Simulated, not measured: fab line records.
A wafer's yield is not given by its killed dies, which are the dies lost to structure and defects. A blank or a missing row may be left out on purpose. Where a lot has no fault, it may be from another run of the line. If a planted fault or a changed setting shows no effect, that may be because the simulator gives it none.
Which of the tools did it? -- flow gf180mcu -- 18 wafers from 6 lots sampled at 4 of the route's 602 steps

WHAT THE GAUGES SHOWED, per wafer
GF_V2_THK_MEAS_03.
lot,measured,on,V2_CVD_02_THK (nm)
L401,day 19 11:23,film_metro-01,846 856 858
L403,day 20 09:29,film_metro-02,857 863 862
L405,day 21 00:03,film_metro-02,839 862 854
L412,day 24 03:56,film_metro-02,635 851 647 634 851 648
L418,day 25 16:13,film_metro-04,858 857 872
L421,day 26 09:25,film_metro-02,855 834 868

WHAT TOOL EACH LOT RAN ON (gives the tool, then ch and the chambers of the sampled wafers, and finally the start)
lot,GF_M1_STRIP_17,GF_V1_STRIP_18,GF_V2_CVD_02
L401,"plasma_asher-01 ch 0,1, day 17 08:05","plasma_asher-03 ch 0,1, day 18 09:18","pecvd-01 ch 0,2, day 19 11:19"
L403,"plasma_asher-04 ch 0, day 18 06:48","plasma_asher-02 ch 0,1, day 19 07:24","pecvd-01 ch 0,1, day 20 09:24"
L405,"plasma_asher-04 ch 0,1, day 18 20:08","plasma_asher-02 ch 0,1, day 19 21:53","pecvd-02 ch 0,1, day 20 23:58"
L412,"plasma_asher-02 ch 0,1, day 22 02:33","plasma_asher-01 ch 0,1, day 23 02:44","pecvd-02 ch 0,1,2, day 24 03:52"
L418,"plasma_asher-01 ch 0,1, day 23 16:24","plasma_asher-01 ch 0,1, day 24 16:24","pecvd-01 ch 0,1, day 25 16:08"
L421,"plasma_asher-02 ch 0,1, day 24 11:12","plasma_asher-03 ch 0,1, day 25 10:13","pecvd-01 ch 0,1, day 26 09:20"
- GF_M1_STRIP_17: strips in O2/N2.
- GF_V1_STRIP_18: strips in O2/N2.
- GF_V2_CVD_02: deposits SiO2 from TEOS, target thk 850 nm, time 94.851 s.

THE ANSWER, worked out from the rows above alone
Rule: the usual values come from the lots themselves. Put in order of their means at a reading, lots are off if they are a third of the lots or fewer, leave a main group of 4 or more, and stand apart from it by a gap of 3 or more times the standard deviation of the main group's means; of several such gaps the widest counts. A main group is skipped when, at the precision printed for the reading in the tables above, its means are all equal. Also off: a lot with no number at a reading for which 4 or more lots have one. The other lots that the step has rows for count as sound.
Off: L412, seen at GF_V2_THK_MEAS_03 (V2_CVD_02_THK). Mean 856 nm and standard deviation 4.5 in the main group.
If a tool, at a process step before that reading, ran all the lots that are off and no sound lot after the first of them, it fits. Gauges at GF_V2_THK_MEAS_03: tried the same way as those tools. One candidate fits, namely pecvd-02 at GF_V2_CVD_02. Its last sound lot is L405 (day 20 23:58), its first lot that is off L412 (day 24 03:52): a fault that began between those two fits.

WHAT THE SIMULATOR HAD INSERTED
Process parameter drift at GF_V2_CVD_02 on pecvd-02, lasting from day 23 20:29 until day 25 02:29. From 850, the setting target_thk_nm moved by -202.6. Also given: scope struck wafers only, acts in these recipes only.
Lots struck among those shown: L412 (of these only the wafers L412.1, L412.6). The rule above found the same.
